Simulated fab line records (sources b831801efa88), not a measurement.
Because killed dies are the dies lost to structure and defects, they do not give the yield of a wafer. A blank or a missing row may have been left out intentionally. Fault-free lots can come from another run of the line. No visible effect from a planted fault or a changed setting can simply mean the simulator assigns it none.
fab line records + flow gf180mcu
record
- lots=12
- wafers=36
- last_day=34
route steps=602 shown STI@23 NWELL@50 MVPSD@85 LVPWELL@138
lots that met no fault: from a run of the same line without faults
start_h: hours from the record's opening day to when the first of the lot's shown wafers began + wait_h: hours from the lot's prior step to this one + " the same as in the row above + L1.1+2: several wafers, shown together as one row + - either no value or no given start + * or withheld: withheld + < > ~ a bound
route shown NAME@n: a module of which the file shows steps, and the number in the route of the first + usual: the fault-free wafers' mean and standard deviation + same: alike in all rows + chamber/n: place in a boat + sites: each site's reading + _std_site: standard deviation of those values + _edge_site: mean of outer sites minus mean of inner sites + radius_mm: how far each site lies from the wafer's centre + mask NAME#n: copy n + behind: tool/chamber where the wafer was last shaped + hold: reason for holding the lot/hours on hold/outcome of the hold + device: names the non-switching transistor (n, p or np) + end of line: at the end of the route, the tests of the same wafers + where a step has no rows: the recipe by itself + killed: not the wafer's yield, but the dies lost to structure and defects at the first sort + map: the dies of a wafer, with x for killed, . for not killed, _ for no die there
set.NAME: the setting the step ran with; set.NAME@STEP: the setting that earlier step ran with + model.NAME: the simulator's own value behind a step, which no gauge read
route steps across a sampled set of lots; one table per step, one row per wafer
services: when a tool's chamber went out of use (start_h, in hours from the record's first day, below 0 if earlier), for how many hours, and the reason
## steps
# step GF_STI_THK_MEAS_22
# recipe
- reads=SiO2_of_STI_OXIDATION_21
# usual
- STI_OXIDATION_01_THK=15.20/0.3
| lot.wafer | tool          | chamber | start_h | wait_h | STI_OXIDATION_01_THK[nm] |
|-----------|---------------|---------|---------|--------|--------------------------|
| L145.4    | film_metro-02 | -       | 27.67   | 0.0    | 15.16                    |
| L145.5    | "             | -       | "       | "      | 15.42                    |
| L145.6    | "             | -       | "       | "      | 15.30                    |
| L147.2    | film_metro-03 | -       | 37.65   | 0.0    | 15.46                    |
| L147.4    | "             | -       | "       | "      | 15.03                    |
| L147.5    | "             | -       | "       | "      | 15.45                    |
| L148.3    | film_metro-03 | -       | 44.38   | 0.0    | 15.33                    |
| L148.4    | "             | -       | "       | "      | 15.05                    |
| L148.6    | "             | -       | "       | "      | 15.43                    |
| L149.3    | film_metro-02 | -       | 48.40   | 0.0    | 15.13                    |
| L149.5    | "             | -       | "       | "      | 15.21                    |
| L149.6    | "             | -       | "       | "      | 14.96                    |
| L150.3    | film_metro-03 | -       | 53.50   | 0.0    | 15.55                    |
| L150.5    | "             | -       | "       | "      | 15.50                    |
| L150.6    | "             | -       | "       | "      | 15.55                    |
| L151.1    | film_metro-02 | -       | 59.36   | 0.0    | 15.89                    |
| L151.3    | "             | -       | "       | "      | 15.85                    |
| L151.6    | "             | -       | "       | "      | 15.85                    |
| L159.1    | film_metro-03 | -       | 99.92   | 0.0    | 15.28                    |
| L159.2    | "             | -       | "       | "      | 15.31                    |
| L159.3    | "             | -       | "       | "      | 15.00                    |
| L161.3    | film_metro-03 | -       | 110.42  | 0.0    | 15.14                    |
| L161.4    | "             | -       | "       | "      | 14.92                    |
| L161.5    | "             | -       | "       | "      | 14.87                    |
| L162.1    | film_metro-02 | -       | 115.97  | 0.0    | 15.21                    |
| L162.2    | "             | -       | "       | "      | 15.09                    |
| L162.4    | "             | -       | "       | "      | 15.11                    |
| L165.2    | film_metro-03 | -       | 132.34  | 0.0    | 14.41                    |
| L165.4    | "             | -       | "       | "      | 14.72                    |
| L165.5    | "             | -       | "       | "      | 14.67                    |
| L166.2    | film_metro-01 | -       | 135.00  | 0.0    | 15.09                    |
| L166.4    | "             | -       | "       | "      | 14.90                    |
| L166.5    | "             | -       | "       | "      | 14.94                    |
| L168.1    | film_metro-03 | -       | 145.59  | 0.0    | 15.29                    |
| L168.3    | "             | -       | "       | "      | 15.17                    |
| L168.4    | "             | -       | "       | "      | 15.12                    |
# step GF_STI_CMP_25
# recipe
- stop_on=Si3N4
- t_overpolish_s=33
- down_force_psi=4
- platen_rpm=60
- target_thk_nm=524.6
- pad_velocity_m_s=0.94248
# usual
- motor_current_A=11.7/0.57
- overpolish_run_s=33.000/0.0091
- time_to_endpoint_s=123/5.1
| lot.wafer | tool   | chamber | start_h | wait_h | motor_current_A | overpolish_run_s | time_to_endpoint_s |
|-----------|--------|---------|---------|--------|-----------------|------------------|--------------------|
| L145.4    | cmp-02 | 1       | 27.99   | 0.2    | 11.7            | 33.004           | 125                |
| L145.6    | "      | 2       | "       | "      | 11.9            | 33.018           | 128                |
| L145.5    | "      | 3       | "       | "      | 11.5            | 33.010           | 126                |
| L147.4    | cmp-02 | 1       | 37.84   | 0.0    | 12.0            | 32.990           | 131                |
| L147.2    | "      | 3       | "       | "      | 10.6            | 33.005           | 125                |
| L147.5    | "      | 2       | "       | "      | 12.1            | 33.025           | 131                |
| L148.3    | cmp-01 | 2       | 44.55   | 0.0    | 11.6            | 33.001           | 120                |
| L148.4    | "      | 3       | "       | "      | 12.1            | 33.003           | 122                |
| L148.6    | "      | 2       | "       | "      | 11.8            | 33.002           | 122                |
| L149.3    | cmp-01 | 2       | 48.67   | 0.1    | 12.1            | 33.000           | 120                |
| L149.6    | "      | 0       | "       | "      | 12.5            | 33.014           | 132                |
| L149.5    | "      | 1       | "       | "      | 10.4            | 33.008           | 129                |
| L150.3    | cmp-02 | 0       | 53.83   | 0.2    | 11.3            | 33.000           | 128                |
| L150.5    | "      | 1       | "       | "      | 11.8            | 32.992           | 122                |
| L150.6    | "      | 2       | "       | "      | 12.2            | 32.992           | 120                |
| L151.3    | cmp-01 | 3       | 59.61   | 0.1    | 11.9            | 33.010           | 121                |
| L151.1    | "      | 1       | "       | "      | 10.6            | 32.991           | 131                |
| L151.6    | "      | 3       | "       | "      | 11.5            | 33.014           | 122                |
| L159.2    | cmp-02 | 2       | 100.12  | 0.0    | 11.5            | 33.006           | 125                |
| L159.1    | "      | 0       | "       | "      | 11.0            | 32.996           | 133                |
| L159.3    | "      | 1       | "       | "      | 11.7            | 32.991           | 126                |
| L161.3    | cmp-01 | 2       | 110.64  | 0.1    | 11.9            | 32.999           | 113                |
| L161.4    | "      | 3       | "       | "      | 12.8            | 33.004           | 116                |
| L161.5    | "      | 1       | "       | "      | 11.5            | 33.004           | 120                |
| L162.2    | cmp-01 | 2       | 116.17  | 0.0    | 11.9            | 32.987           | 113                |
| L162.4    | "      | 3       | "       | "      | 12.2            | 32.993           | 114                |
| L162.1    | "      | 1       | "       | "      | 10.6            | 32.995           | 119                |
| L165.2    | cmp-02 | 3       | 132.58  | 0.1    | 11.6            | 32.987           | 123                |
| L165.4    | "      | 1       | "       | "      | 11.6            | 33.004           | 122                |
| L165.5    | "      | 2       | "       | "      | 11.8            | 33.000           | 119                |
| L166.2    | cmp-02 | 2       | 135.19  | 0.0    | 12.0            | 32.997           | 119                |
| L166.4    | "      | 3       | "       | "      | 11.4            | 32.991           | 122                |
| L166.5    | "      | 2       | "       | "      | 11.6            | 33.001           | 129                |
| L168.3    | cmp-02 | 1       | 145.84  | 0.1    | 11.1            | 33.002           | 121                |
| L168.1    | "      | 2       | "       | "      | 11.6            | 33.008           | 121                |
| L168.4    | "      | 3       | "       | "      | 12.4            | 33.002           | 117                |
# step GF_NWELL_IMPLANT_08
# recipe
- species=P
- energy_kev=450
- dose_cm2=1.5e+13
- tilt_deg=0
# usual
- beam_energy_keV=449.99/0.15
| lot.wafer | tool         | chamber | start_h | wait_h | beam_energy_keV |
|-----------|--------------|---------|---------|--------|-----------------|
| L145.4    | implanter-02 | 0       | 55.37   | 0.1    | 450.16          |
| L145.5    | "            | 0       | "       | "      | 450.41          |
| L145.6    | "            | 0       | "       | "      | 449.98          |
| L147.2    | implanter-02 | 0       | 69.22   | 0.0    | 449.89          |
| L147.4    | "            | 0       | "       | "      | 450.02          |
| L147.5    | "            | 0       | "       | "      | 450.06          |
| L148.3    | implanter-02 | 0       | 73.28   | 0.1    | 403.17          |
| L148.4    | "            | 0       | "       | "      | 403.16          |
| L148.6    | "            | 0       | "       | "      | 403.26          |
| L149.3    | implanter-02 | 0       | 77.75   | 0.1    | 403.10          |
| L149.5    | "            | 0       | "       | "      | 402.81          |
| L149.6    | "            | 0       | "       | "      | 402.94          |
| L150.3    | implanter-03 | 0       | 82.25   | 0.1    | 449.87          |
| L150.5    | "            | 0       | "       | "      | 449.92          |
| L150.6    | "            | 0       | "       | "      | 449.75          |
| L151.1    | implanter-02 | 0       | 88.15   | 0.0    | 402.92          |
| L151.3    | "            | 0       | "       | "      | 403.11          |
| L151.6    | "            | 0       | "       | "      | 403.10          |
| L159.1    | implanter-03 | 0       | 133.50  | 0.0    | 450.14          |
| L159.2    | "            | 0       | "       | "      | 450.12          |
| L159.3    | "            | 0       | "       | "      | 450.14          |
| L161.3    | implanter-04 | 0       | 143.04  | 0.1    | 449.99          |
| L161.4    | "            | 0       | "       | "      | 450.14          |
| L161.5    | "            | 0       | "       | "      | 450.04          |
| L162.1    | implanter-03 | 0       | 149.83  | 0.0    | 449.94          |
| L162.2    | "            | 0       | "       | "      | 450.04          |
| L162.4    | "            | 0       | "       | "      | 449.84          |
| L165.2    | implanter-02 | 0       | 166.42  | 0.1    | 449.91          |
| L165.4    | "            | 0       | "       | "      | 449.91          |
| L165.5    | "            | 0       | "       | "      | 449.94          |
| L166.2    | implanter-04 | 0       | 170.00  | 0.0    | 449.93          |
| L166.4    | "            | 0       | "       | "      | 450.02          |
| L166.5    | "            | 0       | "       | "      | 450.19          |
| L168.1    | implanter-02 | 0       | 181.19  | 0.0    | 449.93          |
| L168.3    | "            | 0       | "       | "      | 450.01          |
| L168.4    | "            | 0       | "       | "      | 450.09          |
# step GF_MVPSD_OVL_MEAS_07
# usual
- MVPSD_OVL=-0.6/1.7
| lot.wafer | tool       | chamber | start_h | wait_h | MVPSD_OVL[nm] |
|-----------|------------|---------|---------|--------|---------------|
| L145.4    | overlay-02 | -       | 95.20   | -      | -0.7          |
| L145.5    | "          | -       | "       | "      | -2.0          |
| L145.6    | "          | -       | "       | "      | -1.4          |
| L147.2    | overlay-02 | -       | 110.70  | -      | 1.4           |
| L147.4    | "          | -       | "       | "      | 0.9           |
| L147.5    | "          | -       | "       | "      | 0.1           |
| L148.3    | overlay-01 | -       | 116.62  | -      | 2.9           |
| L148.4    | "          | -       | "       | "      | 2.5           |
| L148.6    | "          | -       | "       | "      | 1.7           |
| L149.3    | overlay-01 | -       | 120.70  | -      | -1.2          |
| L149.5    | "          | -       | "       | "      | -1.2          |
| L149.6    | "          | -       | "       | "      | -0.8          |
| L150.3    | overlay-01 | -       | 124.29  | -      | 1.4           |
| L150.5    | "          | -       | "       | "      | 0.8           |
| L150.6    | "          | -       | "       | "      | 1.1           |
| L151.1    | overlay-02 | -       | 132.33  | -      | -3.5          |
| L151.3    | "          | -       | "       | "      | -4.1          |
| L151.6    | "          | -       | "       | "      | -3.6          |
| L159.1    | overlay-01 | -       | 183.16  | -      | 1.3           |
| L159.2    | "          | -       | "       | "      | 2.3           |
| L159.3    | "          | -       | "       | "      | 2.1           |
| L161.3    | overlay-02 | -       | 192.84  | -      | -3.1          |
| L161.4    | "          | -       | "       | "      | -3.2          |
| L161.5    | "          | -       | "       | "      | -1.8          |
| L162.1    | overlay-02 | -       | 199.74  | -      | -2.3          |
| L162.2    | "          | -       | "       | "      | -0.3          |
| L162.4    | "          | -       | "       | "      | -0.9          |
| L165.2    | overlay-01 | -       | 216.28  | -      | 1.1           |
| L165.4    | "          | -       | "       | "      | 0.5           |
| L165.5    | "          | -       | "       | "      | 0.3           |
| L166.2    | overlay-01 | -       | 220.03  | -      | -3.1          |
| L166.4    | "          | -       | "       | "      | -0.6          |
| L166.5    | "          | -       | "       | "      | -3.4          |
| L168.1    | overlay-01 | -       | 232.69  | -      | -0.4          |
| L168.3    | "          | -       | "       | "      | -2.3          |
| L168.4    | "          | -       | "       | "      | -0.9          |
# step GF_VT_IMPLANT_RS_MEAS_47
# recipe
- thk_meas_gauge=four-point-probe
# usual
- NWELL_RS=488.4/1.2
| lot.wafer | tool          | chamber | start_h | wait_h | hold                     | NWELL_RS[ohm/sq] |
|-----------|---------------|---------|---------|--------|--------------------------|------------------|
| L145.4    | film_metro-04 | -       | 157.29  | 0.1    | -                        | 485.6            |
| L145.5    | "             | -       | "       | "      | -                        | 486.8            |
| L145.6    | "             | -       | "       | "      | -                        | 486.6            |
| L147.2    | film_metro-02 | -       | 173.90  | 0.1    | -                        | 490.1            |
| L147.4    | "             | -       | "       | "      | -                        | 489.6            |
| L147.5    | "             | -       | "       | "      | -                        | 489.7            |
| L148.3    | film_metro-02 | -       | 180.77  | 0.1    | await_dispo/0.2h/release | 498.4            |
| L148.4    | "             | -       | "       | "      | await_dispo/0.2h/release | 499.9            |
| L148.6    | "             | -       | "       | "      | await_dispo/0.2h/release | 496.9            |
| L148.3    | film_metro-02 | -       | 181.13  | 0.3    | -                        | 499.2            |
| L148.4    | "             | -       | "       | "      | -                        | 500.9            |
| L148.6    | "             | -       | "       | "      | -                        | 498.0            |
| L149.3    | film_metro-04 | -       | 183.47  | 0.1    | await_dispo/0.2h/release | 499.3            |
| L149.5    | "             | -       | "       | "      | await_dispo/0.2h/release | 498.3            |
| L149.6    | "             | -       | "       | "      | await_dispo/0.2h/release | 496.3            |
| L149.3    | film_metro-04 | -       | 183.83  | 0.3    | -                        | 498.9            |
| L149.5    | "             | -       | "       | "      | -                        | 497.2            |
| L149.6    | "             | -       | "       | "      | -                        | 497.6            |
| L150.3    | film_metro-02 | -       | 189.57  | 0.1    | -                        | 488.9            |
| L150.5    | "             | -       | "       | "      | -                        | 490.0            |
| L150.6    | "             | -       | "       | "      | -                        | 491.3            |
| L151.1    | film_metro-04 | -       | 198.57  | 0.1    | await_dispo/0.2h/release | 496.8            |
| L151.3    | "             | -       | "       | "      | await_dispo/0.2h/release | 496.4            |
| L151.6    | "             | -       | "       | "      | await_dispo/0.2h/release | 499.0            |
| L151.1    | film_metro-04 | -       | 198.93  | 0.3    | -                        | 497.9            |
| L151.3    | "             | -       | "       | "      | -                        | 496.9            |
| L151.6    | "             | -       | "       | "      | -                        | 497.8            |
| L159.1    | film_metro-01 | -       | 253.16  | 0.1    | -                        | 488.6            |
| L159.2    | "             | -       | "       | "      | -                        | 489.9            |
| L159.3    | "             | -       | "       | "      | -                        | 488.4            |
| L161.3    | film_metro-02 | -       | 263.84  | 0.1    | -                        | 490.5            |
| L161.4    | "             | -       | "       | "      | -                        | 490.0            |
| L161.5    | "             | -       | "       | "      | -                        | 489.8            |
| L162.1    | film_metro-02 | -       | 271.05  | 0.1    | -                        | 489.7            |
| L162.2    | "             | -       | "       | "      | -                        | 489.0            |
| L162.4    | "             | -       | "       | "      | -                        | 489.0            |
| L165.2    | film_metro-04 | -       | 291.74  | 0.1    | -                        | 488.8            |
| L165.4    | "             | -       | "       | "      | -                        | 487.6            |
| L165.5    | "             | -       | "       | "      | -                        | 487.1            |
| L166.2    | film_metro-01 | -       | 297.09  | 0.1    | -                        | 488.2            |
| L166.4    | "             | -       | "       | "      | -                        | 488.7            |
| L166.5    | "             | -       | "       | "      | -                        | 487.7            |
| L168.1    | film_metro-02 | -       | 311.37  | 0.1    | -                        | 489.1            |
| L168.3    | "             | -       | "       | "      | -                        | 489.1            |
| L168.4    | "             | -       | "       | "      | -                        | 487.8            |
# step GF_VT_IMPLANT_RS_MEAS_48
# recipe
- thk_meas_gauge=four-point-probe
# usual
- LVPWELL_RS=1197.6/3
| lot.wafer | tool          | chamber | start_h | wait_h | hold                     | LVPWELL_RS[ohm/sq] |
|-----------|---------------|---------|---------|--------|--------------------------|--------------------|
| L145.4    | film_metro-04 | -       | 157.41  | 0.1    | -                        | 1194.3             |
| L145.5    | "             | -       | "       | "      | -                        | 1197.1             |
| L145.6    | "             | -       | "       | "      | -                        | 1197.7             |
| L147.2    | film_metro-02 | -       | 174.02  | 0.1    | -                        | 1198.3             |
| L147.4    | "             | -       | "       | "      | -                        | 1196.5             |
| L147.5    | "             | -       | "       | "      | -                        | 1198.3             |
| L148.3    | film_metro-02 | -       | 184.27  | 3.1    | await_dispo/2.9h/release | 1200.7             |
| L148.4    | "             | -       | "       | "      | await_dispo/2.9h/release | 1200.8             |
| L148.6    | "             | -       | "       | "      | await_dispo/2.9h/release | 1200.3             |
| L149.3    | film_metro-04 | -       | 187.22  | 3.4    | await_dispo/3.3h/release | 1198.2             |
| L149.5    | "             | -       | "       | "      | await_dispo/3.3h/release | 1203.2             |
| L149.6    | "             | -       | "       | "      | await_dispo/3.3h/release | 1200.7             |
| L150.3    | film_metro-02 | -       | 189.69  | 0.1    | -                        | 1203.3             |
| L150.5    | "             | -       | "       | "      | -                        | 1200.5             |
| L150.6    | "             | -       | "       | "      | -                        | 1203.7             |
| L151.1    | film_metro-04 | -       | 203.75  | 4.8    | await_dispo/4.7h/release | 1194.0             |
| L151.3    | "             | -       | "       | "      | await_dispo/4.7h/release | 1198.4             |
| L151.6    | "             | -       | "       | "      | await_dispo/4.7h/release | 1197.7             |
| L159.1    | film_metro-01 | -       | 253.28  | 0.1    | -                        | 1194.2             |
| L159.2    | "             | -       | "       | "      | -                        | 1196.5             |
| L159.3    | "             | -       | "       | "      | -                        | 1198.5             |
| L161.3    | film_metro-02 | -       | 263.96  | 0.1    | -                        | 1199.3             |
| L161.4    | "             | -       | "       | "      | -                        | 1200.7             |
| L161.5    | "             | -       | "       | "      | -                        | 1198.1             |
| L162.1    | film_metro-02 | -       | 271.17  | 0.1    | -                        | 1196.5             |
| L162.2    | "             | -       | "       | "      | -                        | 1199.5             |
| L162.4    | "             | -       | "       | "      | -                        | 1200.3             |
| L165.2    | film_metro-04 | -       | 291.86  | 0.1    | -                        | 1202.4             |
| L165.4    | "             | -       | "       | "      | -                        | 1199.4             |
| L165.5    | "             | -       | "       | "      | -                        | 1199.0             |
| L166.2    | film_metro-01 | -       | 297.21  | 0.1    | -                        | 1194.0             |
| L166.4    | "             | -       | "       | "      | -                        | 1193.1             |
| L166.5    | "             | -       | "       | "      | -                        | 1191.9             |
| L168.1    | film_metro-02 | -       | 311.49  | 0.1    | -                        | 1199.7             |
| L168.3    | "             | -       | "       | "      | -                        | 1197.3             |
| L168.4    | "             | -       | "       | "      | -                        | 1198.7             |
## services
| tool         | chamber | start_h | hours | kind                           |
|--------------|---------|---------|-------|--------------------------------|
| implanter-04 | -       | 6.00    | 2.7   | repair                         |
| cmp-02       | -       | 7.70    | 0.5   | repair                         |
| implanter-02 | -       | 18.03   | 27.3  | repair                         |
| cmp-02       | -       | 25.44   | 2.3   | repair                         |
| cmp-02       | -       | 44.73   | 0.9   | repair                         |
| implanter-02 | -       | 48.68   | 3.3   | pm                             |
| cmp-02       | -       | 57.51   | 3.3   | repair                         |
| cmp-01       | -       | 62.12   | 1.2   | repair                         |
| cmp-01       | -       | 63.34   | 4.4   | pm                             |
| cmp-02       | -       | 64.11   | 4.0   | pm                             |
| cmp-02       | -       | 68.11   | -     | consumable_replace:conditioner |
| cmp-02       | -       | 68.11   | -     | consumable_replace:pad         |
| implanter-03 | -       | 68.81   | 8.2   | pm                             |
| cmp-01       | -       | 98.54   | 0.6   | repair                         |
| implanter-04 | -       | 99.28   | 6.6   | repair                         |
| cmp-02       | -       | 102.65  | 6.4   | repair                         |
| cmp-02       | -       | 109.64  | 8.6   | repair                         |
| cmp-02       | -       | 118.25  | 3.7   | pm                             |
| cmp-01       | -       | 144.02  | 1.2   | repair                         |
| implanter-04 | -       | 159.73  | 9.1   | repair                         |
| cmp-01       | -       | 159.97  | 4.1   | pm                             |
| cmp-01       | -       | 166.03  | 0.3   | repair                         |
## key
first_sign
- step=GF_NWELL_IMPLANT_08
- reading=beam_energy_keV
- direction=down
- sigmas=99+
- usual=449.99
- struck=403.06
effect
- step=GF_VT_IMPLANT_RS_MEAS_47
- reading=NWELL_RS
- direction=up
- sigmas=7.9
- usual=488.4
- struck=497.9
met_at GF_NWELL_IMPLANT_08
struck_lots L148,L149,L151
tester_left_out L148,L149,L151
not_acting_at GF_STI_THK_MEAS_22,GF_STI_CMP_25,GF_MVPSD_OVL_MEAS_07
onset_between 69.22 73.28
fault
- kind=process_parameter_drift
- tool=implanter-02
- chamber=-
- onset_h=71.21
- steps=GF_NWELL_IMPLANT_08
- channel=energy_kev
- offset=-46.856
- shape=step
- end_h=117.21
- acts_in=these_recipes_only
- stated=450
# tester_left_out: of these lots the tester's yield and bins aren't shown, on N5 and GAA mostly nor the transistor test; their killed dies are dies lost to structure and defects alone, not to doping, threshold or leakage, so they don't give the yield
